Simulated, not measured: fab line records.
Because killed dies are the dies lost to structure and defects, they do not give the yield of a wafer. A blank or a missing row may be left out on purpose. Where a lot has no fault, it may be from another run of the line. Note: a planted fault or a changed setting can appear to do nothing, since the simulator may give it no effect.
Tool commonality check    flow sky130    42 wafers sampled across 13 lots

## REASON FOR OPENING
Of 13 lots, 1 have the reading SONOS_ONO_CVD_02_THK flagged at SKY_SONOS_ONO_THK_MEAS_03. Fault-free wafers read 10.47 nm, with a standard deviation of 0.14.
Rule: a lot is flagged when every wafer of it that has a number lies more than 4 standard deviations from that mean, or none has a number. As for the other lots, they are considered sound.

lot   measured      on             SONOS_ONO_CVD_02_THK (nm), wafer by wafer  flag
L926  day 12 15:32  film metro-01  10.50 10.47 10.38                          
L927  day 12 16:35  film metro-03  10.29 10.36 10.16                          
L928  day 12 17:38  film metro-02  10.54 10.51 10.53                          
L929  day 12 21:44  film metro-02  10.35 10.41 10.32                          
L930  day 12 21:45  film metro-03  10.59 10.52 10.61                          
L936  day 14 19:59  film metro-01  9.75 9.80 9.86 9.78 9.83 9.85              FLAGGED
L942  day 17 07:42  film metro-01  10.47 10.58 10.52                          
L943  day 17 08:45  film metro-03  10.65 10.69 10.61                          
L944  day 17 23:05  film metro-03  10.89 10.63 10.47                          
L945  day 18 14:55  film metro-02  10.54 10.63 10.60                          
L946  day 19 15:43  film metro-01  10.48 10.50 10.49                          
L948  day 20 07:47  film metro-02  10.61 10.61 10.52                          
L947  day 20 07:50  film metro-02  10.60 10.43 10.47                          
Average over the flagged lots: 9.81 nm; offset from the usual -0.66 nm, equal to -5 standard deviations.

## WHICH TOOL EACH LOT WENT THROUGH
The record holds 1 process step before the reading, out of a route of 708 steps. Cell contents, in order: the tool; ch with the chambers the sampled wafers went through; the start.
lot   flag     SKY_SONOS_ONO_CVD_02
L926           lpcvd-02 ch 1, day 12 14:29
L927           lpcvd-02 ch 0, day 12 15:32
L928           lpcvd-02 ch 1, day 12 16:35
L929           lpcvd-02 ch 1, day 12 20:41
L930           lpcvd-02 ch 0, day 12 20:41
L936  FLAGGED  lpcvd-02 ch 0, day 14 18:56
L942           lpcvd-02 ch 1, day 17 06:38
L943           lpcvd-02 ch 1, day 17 07:41
L944           lpcvd-02 ch 1, day 17 22:02
L945           lpcvd-02 ch 1, day 18 13:52
L946           lpcvd-02 ch 0, day 19 14:40
L948           lpcvd-02 ch 1, day 20 06:44
L947           lpcvd-02 ch 0, day 20 06:44
What is done by these steps:
- SKY_SONOS_ONO_CVD_02: deposits Si3N4 from DCS/NH3, target thk 10.5 nm, time 180 s.
- SKY_SONOS_ONO_THK_MEAS_03

## FLAGGED AGAINST TOTAL, ONE TOOL AT A TIME (gauges that did the reading follow at the end)
step                       tool           lots run  flagged  share of the flagged lots  sound lots run after its first flagged lot
SKY_SONOS_ONO_CVD_02       lpcvd-02       13        1        all                        7 (L942,L943,L944,L945,L946,L947,L948)
SKY_SONOS_ONO_THK_MEAS_03  film metro-01  4         1        all                        2 (L942,L946)
SKY_SONOS_ONO_THK_MEAS_03  film metro-02  5         0        none                       -
SKY_SONOS_ONO_THK_MEAS_03  film metro-03  4         0        none                       -

## THE TABLE: WHAT IT ALLOWS
lpcvd-02 at SKY_SONOS_ONO_CVD_02 and film metro-01 at SKY_SONOS_ONO_THK_MEAS_03 are the 2 rows of the table that ran each flagged lot.
- lpcvd-02 at SKY_SONOS_ONO_CVD_02: 1 of its 13 lots flagged. Lots that were sound ran on it after the first flagged one (L942, L943, L944, L945, L946, L947, L948); a persistent fault on the entire tool would not allow that. Its own readings lie more than 4 standard deviations out on every wafer of the flagged lots: pressure mtorr.
- film metro-01 at SKY_SONOS_ONO_THK_MEAS_03: 1 of its 4 lots flagged. Lots that were sound ran on it after the first flagged one (L942, L946); a persistent fault on the entire tool would not allow that.
Every row of the table either missed a flagged lot or ran a sound lot after the first.

## WHAT THE SIMULATOR HAD PUT IN
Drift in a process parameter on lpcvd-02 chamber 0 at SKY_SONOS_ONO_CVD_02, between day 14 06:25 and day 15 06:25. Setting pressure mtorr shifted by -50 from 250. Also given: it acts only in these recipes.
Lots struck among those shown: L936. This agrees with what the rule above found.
